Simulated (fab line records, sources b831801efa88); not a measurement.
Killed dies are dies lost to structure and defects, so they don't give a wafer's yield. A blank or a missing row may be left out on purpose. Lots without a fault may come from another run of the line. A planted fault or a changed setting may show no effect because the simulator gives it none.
fab line records | flow gf180mcu
record lots=24 wafers=72 last_day=34
route steps=602 shown M1@318 V1@349 M2@366 V2@398 V3@433
lots that met no fault: from a run of the same line without faults
start_h: hours from the record's first day to the start of the lot's first wafer shown | wait_h: hours since the lot's step before | " the same as in the row above | L1.1+2: a row that stands for several wafers | - no value, or no start given | * or withheld: withheld | < > ~ a bound
route shown NAME@n: a module of which the file shows steps, and the number in the route of the first | usual: mean/standard deviation of fault-free wafers | same: alike in all rows | chamber/n: place in a boat | sites: the reading at each site | _std_site: their standard deviation | _edge_site: outer sites' mean less inner sites' | radius_mm: how far each site lies from the wafer's centre | mask NAME#n: copy n | behind: the tool/chamber that last shaped the wafer | hold: why the lot was held/for how many hours/how that ended | device: the transistor (n, p or np) that didn't switch | end of line: the same wafers' tests at the end of the route | a step without rows: its recipe alone | killed: dies lost to structure and defects at the first sort, not the wafer's yield | map: a wafer's dies, x killed, . not, _ none there
set.NAME: the setting as run; set.NAME@STEP: as run at that earlier step | model.NAME: the simulator's own value behind a step, which no gauge read
steps of the route over a sample of lots; a table a step, a row a wafer
services: from which hour (start_h, from the record's first day; less than 0 if before it) a tool's chamber was out of use, for how many hours, and why
## steps
# step GF_M1_SPUTTER_03
# recipe material=Ti target_thk_nm=10 substrate_temp_c=300 chamber_pressure_pa=0.3 power_w=3000 time_s=6.7
# usual chamber_pressure_pa=0.2999/0.00057 throttle_valve_pct=30.0/1.4
# columns lot.wafer tool chamber start_h wait_h chamber_pressure_pa throttle_valve_pct
L074.1 pvd_sputter-03 - 365.00 0.0 0.3000 27.8
L074.4 " - " " 0.2990 27.4
L074.5 " - " " 0.2998 27.3
L075.2 pvd_sputter-03 - 370.03 0.0 0.3004 32.0
L075.3 " - " " 0.2997 30.3
L075.6 " - " " 0.2994 27.7
L076.1 pvd_sputter-03 - 375.28 0.0 0.2997 27.8
L076.3 " - " " 0.2995 27.5
L076.5 " - " " 0.2993 31.5
L077.2 pvd_sputter-02 - 390.04 0.0 0.2988 30.6
L077.4 " - " " 0.2991 29.9
L077.5 " - " " 0.2995 30.9
L078.2 pvd_sputter-03 - 395.49 0.0 0.2996 30.4
L078.3 " - " " 0.2993 31.8
L078.4 " - " " 0.3006 27.5
L079.3 pvd_sputter-01 - 409.29 0.0 0.2996 31.1
L079.4 " - " " 0.3002 30.1
L079.5 " - " " 0.3000 30.0
L080.1 pvd_sputter-03 - 419.72 0.0 0.3007 27.7
L080.5 " - " " 0.2996 27.3
L080.6 " - " " 0.3004 31.7
L081.1 pvd_sputter-03 - 425.03 0.0 0.2993 27.6
L081.2 " - " " 0.2991 30.5
L081.5 " - " " 0.3005 31.7
L082.2 pvd_sputter-03 - 434.64 0.0 0.3005 32.0
L082.3 " - " " 0.2986 28.0
L082.4 " - " " 0.3001 27.5
L083.1 pvd_sputter-02 - 446.97 0.0 0.2996 31.0
L083.2 " - " " 0.3005 30.8
L083.4 " - " " 0.3003 30.6
L084.1 pvd_sputter-01 - 453.62 0.0 0.3002 28.1
L084.2 " - " " 0.2997 31.3
L084.6 " - " " 0.3002 31.4
L085.4 pvd_sputter-02 - 454.47 0.0 0.2997 30.5
L085.5 " - " " 0.2998 30.7
L085.6 " - " " 0.3001 30.9
L086.1 pvd_sputter-01 - 469.49 0.0 0.3005 30.6
L086.3 " - " " 0.2998 28.3
L086.6 " - " " 0.3005 30.5
L087.1 pvd_sputter-01 - 478.17 0.0 0.2995 31.2
L087.4 " - " " 0.3001 30.2
L087.5 " - " " 0.2998 30.4
L088.2 pvd_sputter-02 - 496.36 0.0 0.3007 29.8
L088.3 " - " " 0.3002 31.0
L088.5 " - " " 0.3004 30.8
L089.2 pvd_sputter-02 - 499.59 0.0 0.3009 29.8
L089.3 " - " " 0.3003 31.0
L089.4 " - " " 0.2993 30.9
L090.1 pvd_sputter-03 - 502.29 0.0 0.2998 27.4
L090.2 " - " " 0.3005 30.6
L090.5 " - " " 0.3012 30.3
L091.1 pvd_sputter-02 - 521.97 0.0 0.2988 30.9
L091.5 " - " " 0.2999 30.8
L091.6 " - " " 0.3007 29.6
L092.1 pvd_sputter-01 - 529.68 0.0 0.2994 31.1
L092.2 " - " " 0.3002 28.2
L092.5 " - " " 0.3000 30.1
L093.1 pvd_sputter-03 - 543.97 0.0 0.2991 27.9
L093.4 " - " " 0.3008 27.4
L093.6 " - " " 0.3011 27.2
L094.1 pvd_sputter-02 - 545.22 0.0 0.3006 30.7
L094.2 " - " " 0.3003 29.8
L094.3 " - " " 0.3006 30.6
L095.1 pvd_sputter-02 - 550.38 0.0 0.2998 30.3
L095.3 " - " " 0.2997 29.8
L095.4 " - " " 0.2993 31.1
L096.1 pvd_sputter-02 - 561.42 0.0 0.2995 30.7
L096.2 " - " " 0.2999 29.6
L096.4 " - " " 0.3007 30.5
L097.2 pvd_sputter-01 - 565.17 0.0 0.3002 31.1
L097.5 " - " " 0.2994 30.3
L097.6 " - " " 0.3010 28.1
# step GF_V1_CD_MEAS_14
# recipe target_cd_nm=260
# usual cd_nm=259.8/1.3
# columns lot.wafer tool chamber start_h wait_h cd_nm
L074.1 cd_sem-02 - 411.37 0.1 259.6
L074.4 " - " " 260.3
L074.5 " - " " 258.5
L075.2 cd_sem-02 - 417.59 0.1 259.2
L075.3 " - " " 260.0
L075.6 " - " " 261.1
L076.1 cd_sem-01 - 423.67 0.1 260.4
L076.3 " - " " 261.7
L076.5 " - " " 260.9
L077.2 cd_sem-01 - 439.43 0.1 260.6
L077.4 " - " " 258.6
L077.5 " - " " 258.9
L078.2 cd_sem-02 - 443.28 0.1 262.4
L078.3 " - " " 263.2
L078.4 " - " " 263.1
L079.3 cd_sem-01 - 458.50 0.1 258.6
L079.4 " - " " 258.0
L079.5 " - " " 259.1
L080.1 cd_sem-02 - 469.81 0.1 258.9
L080.5 " - " " 258.6
L080.6 " - " " 258.6
L081.1 cd_sem-01 - 474.91 0.1 259.9
L081.2 " - " " 260.9
L081.5 " - " " 258.9
L082.2 cd_sem-02 - 485.08 0.1 261.7
L082.3 " - " " 261.0
L082.4 " - " " 260.4
L083.1 cd_sem-01 - 497.11 0.1 259.1
L083.2 " - " " 258.4
L083.4 " - " " 260.0
L084.1 cd_sem-01 - 502.76 0.1 259.6
L084.2 " - " " 259.1
L084.6 " - " " 259.6
L085.4 cd_sem-01 - 504.42 0.1 260.2
L085.5 " - " " 258.6
L085.6 " - " " 258.7
L086.1 cd_sem-01 - 519.16 0.1 256.8
L086.3 " - " " 258.1
L086.6 " - " " 257.5
L087.1 cd_sem-01 - 527.46 0.1 260.9
L087.4 " - " " 259.3
L087.5 " - " " 261.0
L088.2 cd_sem-02 - 544.58 0.1 259.2
L088.3 " - " " 260.1
L088.5 " - " " 259.0
L089.2 cd_sem-02 - 547.48 0.1 261.4
L089.3 " - " " 260.4
L089.4 " - " " 261.4
L090.1 cd_sem-01 - 548.41 0.1 260.7
L090.2 " - " " 259.4
L090.5 " - " " 259.9
L091.1 cd_sem-01 - 568.51 0.1 259.3
L091.5 " - " " 258.0
L091.6 " - " " 259.2
L092.1 cd_sem-02 - 575.71 0.1 260.0
L092.2 " - " " 258.6
L092.5 " - " " 258.5
L093.1 cd_sem-01 - 589.79 0.2 258.8
L093.4 " - " " 259.5
L093.6 " - " " 258.9
L094.1 cd_sem-01 - 590.56 0.1 258.9
L094.2 " - " " 261.2
L094.3 " - " " 260.2
L095.1 cd_sem-01 - 595.91 0.1 262.4
L095.3 " - " " 261.0
L095.4 " - " " 262.0
L096.1 cd_sem-02 - 606.36 0.1 259.0
L096.2 " - " " 258.1
L096.4 " - " " 259.5
L097.2 cd_sem-01 - 609.28 0.1 259.6
L097.5 " - " " 260.7
L097.6 " - " " 261.1
# step GF_M2_SPUTTER_04
# recipe material=TiN target_thk_nm=50 power_w=6500 time_s=41.7 chamber_pressure_pa=0.4
# usual chamber_pressure_pa=0.4000/0.0007 throttle_valve_pct=30.1/1.2
# columns lot.wafer tool chamber start_h wait_h chamber_pressure_pa throttle_valve_pct
L074.1 pvd_sputter-03 - 413.07 0.0 0.4011 28.0
L074.4 " - " " 0.4008 27.7
L074.5 " - " " 0.3999 31.8
L075.2 pvd_sputter-02 - 419.26 0.0 0.3999 30.6
L075.3 " - " " 0.3998 31.0
L075.6 " - " " 0.4003 30.2
L076.1 pvd_sputter-02 - 425.36 0.0 0.4021 29.7
L076.3 " - " " 0.3988 30.9
L076.5 " - " " 0.3985 30.7
L077.2 pvd_sputter-03 - 441.14 0.0 0.4004 27.5
L077.4 " - " " 0.3999 27.8
L077.5 " - " " 0.4001 30.4
L078.2 pvd_sputter-04 - 444.96 0.0 0.3993 29.8
L078.3 " - " " 0.4007 30.5
L078.4 " - " " 0.4011 30.4
L079.3 pvd_sputter-04 - 460.16 0.0 0.3985 30.2
L079.4 " - " " 0.3993 29.4
L079.5 " - " " 0.4007 29.4
L080.1 pvd_sputter-02 - 471.85 0.0 0.4008 30.9
L080.5 " - " " 0.3999 29.9
L080.6 " - " " 0.3996 31.0
L081.1 pvd_sputter-02 - 476.64 0.0 0.4013 29.9
L081.2 " - " " 0.4007 30.8
L081.5 " - " " 0.4002 30.1
L082.2 pvd_sputter-04 - 486.76 0.0 0.4003 29.6
L082.3 " - " " 0.4007 29.8
L082.4 " - " " 0.3998 30.5
L083.1 pvd_sputter-03 - 498.80 0.0 0.3997 28.0
L083.2 " - " " 0.3995 30.5
L083.4 " - " " 0.3999 31.9
L084.1 pvd_sputter-02 - 504.45 0.0 0.3994 30.7
L084.2 " - " " 0.3999 30.4
L084.6 " - " " 0.3993 30.8
L085.4 pvd_sputter-03 - 506.06 0.0 0.3999 27.9
L085.5 " - " " 0.4001 32.0
L085.6 " - " " 0.3998 30.3
L086.1 pvd_sputter-03 - 520.92 0.0 0.3996 27.8
L086.3 " - " " 0.3988 27.4
L086.6 " - " " 0.4003 31.8
L087.1 pvd_sputter-02 - 529.16 0.0 0.4004 31.1
L087.4 " - " " 0.3994 30.7
L087.5 " - " " 0.4006 30.8
L088.2 pvd_sputter-02 - 546.31 0.0 0.3989 30.9
L088.3 " - " " 0.3995 30.0
L088.5 " - " " 0.4000 30.8
L089.2 pvd_sputter-04 - 549.15 0.0 0.3990 29.5
L089.3 " - " " 0.3999 29.6
L089.4 " - " " 0.3992 30.6
L090.1 pvd_sputter-03 - 550.10 0.0 0.3995 27.9
L090.2 " - " " 0.4013 30.5
L090.5 " - " " 0.4003 27.8
L091.1 pvd_sputter-04 - 570.26 0.0 0.4002 30.4
L091.5 " - " " 0.4006 30.5
L091.6 " - " " 0.4007 29.3
L092.1 pvd_sputter-03 - 577.40 0.0 0.3998 30.4
L092.2 " - " " 0.3992 27.7
L092.5 " - " " 0.3995 32.1
L093.1 pvd_sputter-04 - 591.54 0.0 0.3995 30.7
L093.4 " - " " 0.4004 29.8
L093.6 " - " " 0.3994 29.9
L094.1 pvd_sputter-03 - 592.26 0.0 0.3993 30.7
L094.2 " - " " 0.4007 28.0
L094.3 " - " " 0.4007 27.6
L095.1 pvd_sputter-03 - 597.60 0.0 0.3999 31.7
L095.3 " - " " 0.3990 27.9
L095.4 " - " " 0.3990 27.7
L096.1 pvd_sputter-02 - 608.12 0.0 0.4004 30.8
L096.2 " - " " 0.4010 31.1
L096.4 " - " " 0.4008 29.8
L097.2 pvd_sputter-02 - 611.21 0.0 0.3997 30.8
L097.5 " - " " 0.3997 30.8
L097.6 " - " " 0.4009 31.0
# step GF_V2_ETCH_16
# recipe chemistry=N2/H2 target_depth_a=withheld overetch_a=withheld time_s=withheld target=BARC ion_energy_ev=200 source_w=500 bias_w=100 pressure_mtorr=30 n2_flow_sccm=100 h2_flow_sccm=200
# usual chamber_pressure_mTorr=30.000/0.028 drypump_motor_current_A=5.9/0.44 oes_product_au=0.855/0.0049 throttle_valve_pct=13.225/0.0097
# columns lot.wafer tool chamber start_h wait_h chamber_pressure_mTorr drypump_motor_current_A oes_product_au throttle_valve_pct
L074.1 rie_diel-03 2 462.23 0.0 30.032 6.6 0.854 13.234
L074.4 " 1 " " 30.022 5.8 0.860 13.219
L074.5 " 0 " " 30.042 6.4 0.848 13.201
L075.2 rie_diel-02 1 468.87 0.0 30.019 5.7 0.851 13.217
L075.3 " 3 " " 29.978 4.9 0.856 13.232
L075.6 " 0 " " 30.021 6.3 0.864 13.234
L076.1 rie_diel-02 2 475.92 0.0 29.994 5.1 0.855 13.216
L076.3 " 1 " " 30.041 5.7 0.855 13.210
L076.5 " 1 " " 30.031 5.7 0.859 13.245
L077.2 rie_diel-02 1 491.42 0.0 30.046 5.7 0.861 13.211
L077.4 " 0 " " 29.982 6.3 0.854 13.229
L077.5 " 1 " " 30.022 5.7 0.862 13.216
L078.2 rie_diel-03 0 495.32 0.0 30.034 6.3 0.855 13.236
L078.3 " 1 " " 29.931 5.8 0.867 13.220
L078.4 " 3 " " 30.021 6.1 0.859 13.234
L079.3 rie_diel-03 1 509.67 0.0 30.024 5.8 0.862 13.222
L079.4 " 0 " " 30.024 6.3 0.857 13.214
L079.5 " 3 " " 30.023 6.1 0.864 13.222
L080.1 rie_diel-01 2 521.01 0.0 30.010 5.9 0.855 13.238
L080.5 " 1 " " 29.995 5.9 0.854 13.219
L080.6 " 0 " " 29.987 5.7 0.857 13.233
L081.1 rie_diel-01 3 525.07 0.0 30.009 6.4 0.857 13.231
L081.2 " 2 " " 29.989 5.8 0.844 13.211
L081.5 " 2 " " 29.989 5.9 0.859 13.220
L082.2 rie_diel-01 3 534.31 0.0 30.028 6.3 0.858 13.225
L082.3 " 1 " " 30.003 5.9 0.856 13.208
L082.4 " 0 " " 29.991 5.7 0.858 13.236
L083.1 rie_diel-01 1 546.16 0.0 29.995 5.8 0.855 13.224
L083.2 " 2 " " 29.995 5.9 0.857 13.233
L083.4 " 1 " " 30.036 5.8 0.856 13.244
L084.1 rie_diel-02 0 551.46 0.0 29.978 6.3 0.851 13.208
L084.2 " 1 " " 29.992 5.7 0.845 13.224
L084.6 " 0 " " 29.988 6.3 0.856 13.214
L085.4 rie_diel-01 1 552.92 0.0 29.952 5.9 0.854 13.225
L085.5 " 0 " " 29.992 5.7 0.855 13.239
L085.6 " 1 " " 29.955 5.8 0.845 13.221
L086.1 rie_diel-03 2 567.57 0.0 30.001 6.6 0.859 13.225
L086.3 " 1 " " 30.023 5.8 0.851 13.202
L086.6 " 1 " " 30.016 5.8 0.854 13.245
L087.1 rie_diel-03 2 575.32 0.0 29.978 6.6 0.850 13.231
L087.4 " 1 " " 29.959 5.8 0.852 13.221
L087.5 " 2 " " 29.987 6.6 0.854 13.220
L088.2 rie_diel-02 2 591.89 0.0 30.005 5.1 0.858 13.231
L088.3 " 0 " " 30.022 6.3 0.857 13.232
L088.5 " 1 " " 29.986 5.7 0.863 13.235
L089.2 rie_diel-01 0 594.22 0.0 30.014 5.7 0.861 13.230
L089.3 " 1 " " 30.008 5.8 0.848 13.225
L089.4 " 2 " " 29.979 5.9 0.857 13.226
L090.1 rie_diel-02 1 595.77 0.0 29.976 5.7 0.851 13.225
L090.2 " 2 " " 29.978 5.1 0.859 13.218
L090.5 " 3 " " 29.955 4.8 0.852 13.239
L091.1 rie_diel-01 1 614.32 0.0 29.922 5.8 0.854 13.229
L091.5 " 3 " " 29.996 6.4 0.857 13.222
L091.6 " 0 " " 29.986 5.7 0.852 13.235
L092.1 rie_diel-03 3 621.16 0.0 30.000 6.0 0.852 13.217
L092.2 " 0 " " 30.011 6.3 0.845 13.222
L092.5 " 1 " " 29.965 5.8 0.852 13.227
L093.1 rie_diel-01 2 635.07 0.0 29.983 5.9 0.852 13.231
L093.4 " 3 " " 30.004 6.3 0.849 13.205
L093.6 " 2 " " 29.994 5.9 0.852 13.221
L094.1 rie_diel-02 0 635.86 0.0 30.021 6.4 0.862 13.230
L094.2 " 3 " " 29.997 4.9 0.847 13.212
L094.3 " 2 " " 30.023 5.1 0.853 13.227
L095.1 rie_diel-03 2 639.96 0.0 30.003 6.6 0.852 13.223
L095.3 " 1 " " 29.958 5.8 0.856 13.240
L095.4 " 3 " " 29.947 6.1 0.860 13.234
L096.1 rie_diel-01 0 650.67 0.0 30.020 5.7 0.859 13.218
L096.2 " 2 " " 30.087 5.9 0.856 13.224
L096.4 " 1 " " 29.991 5.9 0.858 13.237
L097.2 rie_diel-01 2 652.27 0.0 30.000 5.9 0.855 13.220
L097.5 " 1 " " 29.994 5.8 0.852 13.237
L097.6 " 0 " " 30.043 5.7 0.852 13.234
# step GF_V2_STRIP_18
# recipe chemistry=O2/N2 power_w=1400 pressure_mtorr=1500 platen_temp_c=250 o2_flow_sccm=3000 n2_flow_sccm=300 overash_fraction=0.5
# usual chamber_pressure_mTorr=1500.1/1.4 drypump_motor_current_A=5.9/0.56 heater_power_w=357/25 o2_flow_sccm=2999/9.1 oes_product_au=0.594/0.0048
# columns lot.wafer tool chamber start_h wait_h chamber_pressure_mTorr drypump_motor_current_A heater_power_w o2_flow_sccm oes_product_au rf_hours_counter_h
L074.1 plasma_asher-02 1 462.35 - 1501.9 5.9 404 2992 0.593 3
L074.4 " 1 " " 1499.7 5.9 405 2998 0.598 -
L074.5 " 1 " " 1500.5 5.9 407 3008 0.589 -
L075.2 plasma_asher-02 0 468.99 - 1501.7 5.0 346 3022 0.595 4
L075.3 " 0 " " 1499.9 5.0 336 3012 0.594 -
L075.6 " 0 " " 1499.7 5.0 345 3006 0.590 -
L076.1 plasma_asher-01 1 476.04 - 1499.9 6.3 337 2998 0.590 71
L076.3 " 1 " " 1499.3 6.3 337 2989 0.592 -
L076.5 " 0 " " 1498.2 6.6 351 3003 0.595 -
L077.2 plasma_asher-04 0 491.55 - 1502.2 6.2 326 3006 0.592 88
L077.4 " 0 " " 1500.4 6.3 316 3014 0.597 -
L077.5 " 1 " " 1499.6 6.4 345 2992 0.596 -
L078.2 plasma_asher-02 1 495.45 - 1497.9 5.9 399 3018 0.596 6
L078.3 " 1 " " 1498.9 5.9 400 3015 0.599 -
L078.4 " 0 " " 1500.1 5.0 351 3000 0.592 -
L079.3 plasma_asher-01 0 509.83 - 1499.5 6.6 360 3004 0.598 -
L079.4 " 1 " " 1502.7 6.3 346 2999 0.601 -
L079.5 " 1 " " 1499.2 6.3 341 2998 0.591 -
L080.1 plasma_asher-01 0 521.14 - 1502.2 6.6 359 3002 0.595 76
L080.5 " 0 " " 1497.8 6.6 343 2994 0.600 -
L080.6 " 1 " " 1498.1 6.3 337 3007 0.588 -
L081.1 plasma_asher-02 0 525.20 - 1501.0 5.1 343 2989 0.586 9
L081.2 " 1 " " 1497.8 5.9 396 2979 0.604 9
L081.5 " 1 " " 1500.3 5.9 400 3003 0.598 -
L082.2 plasma_asher-01 1 534.44 - 1501.9 6.2 344 3008 0.596 78
L082.3 " 1 " " 1502.1 6.2 344 3001 0.593 -
L082.4 " 0 " " 1498.5 6.6 349 3004 0.602 -
L083.1 plasma_asher-02 1 546.29 - 1501.6 5.9 390 2999 0.579 12
L083.2 " 0 " " 1499.5 5.0 350 2994 0.590 12
L083.4 " 1 " " 1500.2 5.9 400 3005 0.599 -
L084.1 plasma_asher-02 1 551.59 - 1498.7 5.9 392 2987 0.595 12
L084.2 " 0 " " 1499.6 5.0 346 2992 0.590 12
L084.6 " 0 " " 1500.9 5.0 340 2994 0.600 -
L085.4 plasma_asher-01 0 553.09 - 1499.4 6.6 366 3016 0.600 -
L085.5 " 1 " " 1497.8 6.3 346 3003 0.583 -
L085.6 " 0 " " 1501.4 6.6 347 2997 0.590 -
L086.1 plasma_asher-02 1 567.70 - 1498.4 5.9 392 2988 0.594 14
L086.3 " 1 " " 1498.3 5.9 405 2997 0.598 -
L086.6 " 0 " " 1498.9 5.0 347 3006 0.599 -
L087.1 plasma_asher-02 1 575.45 - 1501.8 5.9 398 3000 0.587 15
L087.4 " 0 " " 1497.4 5.0 343 2994 0.602 -
L087.5 " 0 " " 1501.0 5.1 341 2988 0.595 -
L088.2 plasma_asher-02 0 592.02 - 1501.6 5.0 346 3001 0.595 16
L088.3 " 0 " " 1499.5 5.0 340 3004 0.595 -
L088.5 " 0 " " 1500.2 5.0 345 3013 0.606 -
L089.2 plasma_asher-04 1 594.35 - 1500.2 6.4 335 2997 0.590 99
L089.3 " 1 " " 1499.6 6.4 344 2991 0.598 -
L089.4 " 0 " " 1500.5 6.2 332 2989 0.597 -
L090.1 plasma_asher-02 1 595.90 - 1499.8 5.9 386 2994 0.593 16
L090.2 " 0 " " 1498.6 5.0 333 2996 0.590 16
L090.5 " 0 " " 1500.9 5.0 347 3007 0.590 -
L091.1 plasma_asher-04 0 614.45 - 1499.4 6.2 317 2984 0.607 101
L091.5 " 1 " " 1499.8 6.4 341 2993 0.595 -
L091.6 " 0 " " 1499.2 6.2 319 2997 0.597 -
L092.1 plasma_asher-02 1 621.29 - 1498.6 5.9 399 2982 0.592 20
L092.2 " 0 " " 1499.6 5.0 340 2998 0.604 20
L092.5 " 0 " " 1500.7 5.0 344 3008 0.596 -
L093.1 plasma_asher-01 1 635.20 - 1501.4 6.3 343 2989 0.598 89
L093.4 " 0 " " 1500.5 6.6 350 3013 0.597 -
L093.6 " 1 " " 1499.5 6.2 340 3010 0.600 -
L094.1 plasma_asher-02 1 635.99 - 1498.8 5.9 395 3004 0.596 21
L094.2 " 0 " " 1498.2 5.0 339 3009 0.595 21
L094.3 " 0 " " 1499.3 5.0 340 3000 0.599 -
L095.1 plasma_asher-04 0 640.09 - 1500.2 6.2 322 3006 0.590 105
L095.3 " 1 " " 1498.6 6.4 352 2990 0.595 -
L095.4 " 0 " " 1503.7 6.2 322 2989 0.599 -
L096.1 plasma_asher-01 0 650.80 - 1501.2 6.6 357 3006 0.591 92
L096.2 " 1 " " 1500.6 6.3 342 2999 0.590 92
L096.4 " 0 " " 1499.2 6.6 361 3001 0.595 -
L097.2 plasma_asher-01 0 652.40 - 1500.9 6.6 354 3005 0.595 92
L097.5 " 0 " " 1500.3 6.6 349 3001 0.588 -
L097.6 " 1 " " 1503.1 6.3 343 3002 0.586 -
# step GF_V3_CMP_04
# recipe material=SiO2 down_force_psi=4 platen_rpm=60 pad_velocity_m_s=0.94248
# usual motor_current_A=11.2/0.62 slurry_flow_ml_min=150.1/0.46 time_to_endpoint_s=77/5.4
# columns lot.wafer tool chamber start_h wait_h motor_current_A slurry_flow_ml_min time_to_endpoint_s
L074.4 cmp-01 2 488.88 0.1 11.4 149.3 73
L074.1 " 3 " " 10.9 149.6 69
L074.5 " 2 " " 11.0 149.6 77
L075.2 cmp-02 3 495.74 0.0 11.8 150.3 78
L075.3 " 0 " " 10.2 150.0 71
L075.6 " 3 " " 12.4 150.0 79
L076.1 cmp-02 2 502.64 0.1 11.8 150.9 67
L076.3 " 1 " " 10.7 150.1 68
L076.5 " 3 " " 12.1 149.8 76
L077.2 cmp-01 3 517.84 0.0 11.1 149.7 73
L077.4 " 2 " " 11.4 150.8 80
L077.5 " 0 " " 10.8 150.6 80
L078.2 cmp-02 0 521.57 0.0 10.4 149.5 73
L078.4 " 1 " " 10.8 150.3 80
L078.3 " 3 " " 12.1 150.3 75
L079.3 cmp-01 0 535.28 0.0 10.5 150.4 75
L079.4 " 1 " " 11.0 150.1 86
L079.5 " 1 " " 11.8 150.4 87
L080.1 cmp-02 0 546.60 0.2 11.0 150.2 70
L080.6 " 1 " " 10.7 150.2 72
L080.5 " 2 " " 12.2 150.1 72
L081.2 cmp-01 1 550.22 0.2 11.6 150.8 78
L081.1 " 2 " " 11.7 150.7 83
L081.5 " 2 " " 11.5 150.1 93
L082.2 cmp-01 0 559.24 0.0 10.6 149.9 76
L082.3 " 2 " " 10.4 149.8 79
L082.4 " 3 " " 10.4 150.2 80
L083.1 cmp-02 3 570.94 0.1 12.5 149.9 68
L083.4 " 1 " " 10.5 149.8 72
L083.2 " 2 " " 11.8 150.5 68
L084.2 cmp-02 3 576.07 0.0 12.3 150.2 70
L084.1 " 1 " " 11.4 150.5 69
L084.6 " 3 " " 12.6 149.5 75
L085.4 cmp-02 2 577.88 0.1 11.5 150.1 75
L085.6 " 0 " " 10.5 149.2 76
L085.5 " 1 " " 11.2 149.1 78
L086.1 cmp-01 1 592.33 0.1 11.6 150.3 75
L086.3 " 2 " " 11.4 150.4 77
L086.6 " 1 " " 11.6 149.6 78
L087.1 cmp-02 3 599.59 0.1 12.6 149.4 81
L087.4 " 0 " " 10.8 150.3 88
L087.5 " 1 " " 10.4 150.4 78
L088.2 cmp-02 0 615.93 0.0 11.8 150.4 78
L088.3 " 2 " " 11.6 149.6 72
L088.5 " 0 " " 10.6 149.8 80
L089.2 cmp-01 2 617.42 0.0 11.3 150.8 76
L089.4 " 3 " " 10.7 149.4 79
L089.3 " 1 " " 11.6 149.6 66
L090.2 cmp-02 2 618.37 0.0 12.1 150.3 77
L090.1 " 3 " " 12.4 149.8 89
L090.5 " 2 " " 11.8 149.8 81
L091.1 cmp-01 2 637.88 0.6 11.1 148.9 73
L091.5 " 0 " " 10.7 149.6 76
L091.6 " 1 " " 10.3 149.4 87
L092.2 cmp-02 2 644.34 0.0 11.8 151.2 71
L092.1 " 1 " " 10.9 150.1 75
L092.5 " 3 " " 12.7 149.8 87
L093.4 cmp-01 2 656.75 0.1 11.5 150.1 85
L093.1 " 3 " " 10.6 149.9 77
L093.6 " 0 " " 10.2 151.0 82
L094.1 cmp-01 0 657.67 0.1 9.9 149.5 74
L094.3 " 1 " " 11.1 150.6 78
L094.2 " 2 " " 11.8 149.1 72
L095.4 cmp-01 3 662.24 0.0 10.5 150.2 81
L095.1 " 1 " " 11.5 150.0 77
L095.3 " 2 " " 11.7 149.6 87
L096.4 cmp-01 1 672.33 0.0 11.1 150.3 80
L096.2 " 2 " " 11.1 150.0 77
L096.1 " 3 " " 10.6 150.1 79
L097.2 cmp-01 1 674.33 0.0 11.5 150.1 86
L097.5 " 1 " " 11.7 149.6 82
L097.6 " 2 " " 11.1 149.5 86
## services
# columns tool chamber start_h hours kind
rie_diel-01 2 347.97 6.8 repair
cmp-01 - 355.64 5.9 repair
cmp-01 - 395.38 19.4 pm
cmp-02 - 404.23 4.0 pm
plasma_asher-02 - 421.25 9.0 pm
cmp-01 - 425.94 1.4 repair
cmp-02 - 432.93 5.3 repair
pvd_sputter-03 - 443.32 2.5 repair
cmp-02 - 450.14 1.3 repair
pvd_sputter-03 - 523.74 8.0 repair
cmp-01 - 530.61 0.2 repair
cmp-02 - 549.36 4.3 repair
cmp-01 - 561.39 6.9 pm
cmp-01 - 572.00 4.0 pm
cmp-01 - 573.47 4.3 repair
cmp-02 - 596.40 0.5 repair
cmp-01 - 609.72 3.2 repair
pvd_sputter-03 - 633.66 1.8 repair
cmp-02 - 634.82 4.8 repair
cmp-02 - 655.55 1.2 repair
cmp-02 - 656.87 8.8 pm
pvd_sputter-02 - 664.62 0.8 repair
pvd_sputter-03 - 665.61 1.4 repair
cmp-02 - 665.70 9.4 pm
## key
fault none
